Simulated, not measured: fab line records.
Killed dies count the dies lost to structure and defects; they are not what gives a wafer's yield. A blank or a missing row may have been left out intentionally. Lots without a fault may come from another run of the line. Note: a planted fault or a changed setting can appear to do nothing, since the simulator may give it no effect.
What tool caused it? + flow gf180mcu + route of 602 steps, sampled at 1 step: 24 lots, 72 wafers

WHAT THE GAUGES READ, wafer by wafer
GF_V1_THK_MEAS_03.
| lot  | measured     | on           | V1_CVD_02_THK (nm) |
|------|--------------|--------------|--------------------|
| L074 | day 17 11:55 | filmMetro-02 | 841 836 858        |
| L075 | day 17 16:16 | filmMetro-02 | 832 837 861        |
| L077 | day 18 01:53 | filmMetro-02 | 838 830 856        |
| L076 | day 18 04:23 | filmMetro-02 | 836 834 840        |
| L078 | day 18 18:13 | filmMetro-01 | 839 851 864        |
| L079 | day 19 01:23 | filmMetro-01 | 836 867 851        |
| L080 | day 19 13:14 | filmMetro-03 | 867 845 848        |
| L081 | day 19 19:21 | filmMetro-03 | 838 856 841        |
| L082 | day 20 11:30 | filmMetro-01 | 830 838 841        |
| L083 | day 20 20:05 | filmMetro-01 | 854 853 862        |
| L084 | day 20 23:51 | filmMetro-01 | 841 859 842        |
| L085 | day 21 12:06 | filmMetro-01 | 837 869 844        |
| L086 | day 21 19:59 | filmMetro-03 | 852 839 843        |
| L087 | day 22 08:05 | filmMetro-02 | 853 853 870        |
| L089 | day 22 23:25 | filmMetro-03 | 832 858 843        |
| L088 | day 23 00:27 | filmMetro-02 | 840 853 883        |
| L091 | day 23 14:28 | filmMetro-03 | 861 831 851        |
| L090 | day 23 16:25 | filmMetro-01 | 842 847 848        |
| L092 | day 24 02:23 | filmMetro-01 | 856 869 868        |
| L093 | day 24 12:02 | filmMetro-01 | 846 841 868        |
| L095 | day 24 13:35 | filmMetro-03 | 835 839 855        |
| L094 | day 24 16:16 | filmMetro-03 | 851 854 870        |
| L096 | day 25 03:43 | filmMetro-01 | 850 839 864        |
| L097 | day 25 12:08 | filmMetro-03 | 835 854 863        |

EACH LOT AND THE TOOL THAT RAN IT (in order: tool; ch and the chambers of the sampled wafers; start)
Record: no process step prior to these readings.

AS READ BY THE TOOLS THEMSELVES (means over the sampled wafers that have a number; for cases with no such wafer, the mark the record gives instead)
The record holds no such reading with a usual standard deviation.

THE ANSWER, worked out from the rows above alone
Rule: what is usual is taken from the lots themselves. Put in order of their means at a reading, lots are off if they are a third of the lots or fewer, leave a main group of 4 or more, and stand apart from it by a gap of 3 or more times the standard deviation of the main group's means; of several such gaps the widest counts. If all means in a main group match to the digits the tables above print for the reading, that group is not used. Also off: a lot with no number at a reading for which 4 or more lots have one. Any other lot the step has rows for is counted as sound. First the gauges in route order, then the tools' own readings, where a lot's mean is used as printed above. At the first step where some lot is off, the reading lying furthest off is the one used; lots without a number count as furthest.
Nothing can be told from this: no lot is off at any reading shown.

WHAT THE SIMULATOR HAD INSERTED
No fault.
